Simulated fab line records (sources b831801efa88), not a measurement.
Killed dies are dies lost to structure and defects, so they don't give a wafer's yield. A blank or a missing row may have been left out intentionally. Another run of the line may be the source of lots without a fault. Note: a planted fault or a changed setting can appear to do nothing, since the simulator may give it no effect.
Code-filled problem report in 8D (eight disciplines) form :: flow sky130 :: the parts of the form that need people (team, actions taken, sign-off) are left out

## 1. WHAT IS WRONG
SKY_METAL5_SPUTTER_00, cathodeDcPowerW: mean 3216.2 W over 1 wafer from 1 lot; wafers with no fault: 3000.0 W, standard deviation 0.51. That is +99 or more standard deviations from the usual mean.
The step: material Ti, target thk 15 nm, time 10 s.
The first sign was on wafer L407.4 at day 45 08:53, on pvdSputter-01. At this step, 37 wafers from 13 lots have a number in the record. The rule behind "out" and "out of limits": a value lying over 4 standard deviations away from the usual mean. The other wafers with a number count as sound.

## 2. WHAT IT IS, WHAT IT ISN'T
question: which readings at this step
is: cathodeDcPowerW
is not: chamberPressurePa, throttleValvePct

question: which lots
is: L407
is not: L399, L400, L401, L402, L403, L411, L413, L415, L416, L418, L421, L422

question: which wafers of those lots
is: all that have a number
is not: -

question: read on which tools
is: pvdSputter-01
is not: pvdSputter-03, pvdSputter-04

question: when
is: from day 45 08:53
is not: up to then (15 sound wafers); but 21 sound wafers of L411, L413, L415, L416, L418, L421, L422 came after

## 3. SUSPECTS, AND WHAT RULES EACH OUT
Counting: a tool at a process step up to the reading stays a suspect if it ran every lot that is out and no sound lot after the first of them.
- plasmaAsher-01 at SKY_CAP2M_STRIP_14 (strips in O2/N2): ruled out as a lasting fault. Sound lots L415, L422 ran on it after its first lot that is out, L407 (day 43 09:45).
- pvdSputter-01 at SKY_METAL5_SPUTTER_00 (material Ti, target thk 15 nm, time 10 s): kept. It ran the lot that is out, L407 (day 45 08:53), and no sound lot after that; its last sound lot up to then is L402 (day 44 15:27). Its own cathodeDcPowerW readings are out on those wafers.
After counting, what remains is pvdSputter-01 at SKY_METAL5_SPUTTER_00.

## 4. THE CAUSE (what the simulator had put in)
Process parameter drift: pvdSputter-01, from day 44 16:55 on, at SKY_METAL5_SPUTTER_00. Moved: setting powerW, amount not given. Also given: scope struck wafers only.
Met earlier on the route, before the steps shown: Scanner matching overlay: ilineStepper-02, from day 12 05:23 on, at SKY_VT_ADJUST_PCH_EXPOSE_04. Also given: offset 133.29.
After counting, this tool was the only one left.

## 5. SEQUENCE OF EFFECTS, ordered by route
Each row: a reading whose mean over the struck wafers that have a number lies more than 3 standard deviations from the usual. Scope: only readings with a usual standard deviation given in the record; hours: median across lots of the time from each lot's start at the first step in this table that gives one to its start at this step; sigmas: change in usual standard deviations.
hours: 0
step: SKY_METAL5_SPUTTER_00
reading: cathodeDcPowerW
usual: 3000.0 W
on struck wafers: 3216.2
change: +216.2
sigmas: +99 or more
Its process steps:
- SKY_METAL5_SPUTTER_00: material Ti, target thk 15 nm, time 10 s.

## 6. HOW IT WOULD HAVE BEEN CAUGHT EARLIER
In this record the first reading out of limits was taken at day 45 08:53, 16 hours after the fault began at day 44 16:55.
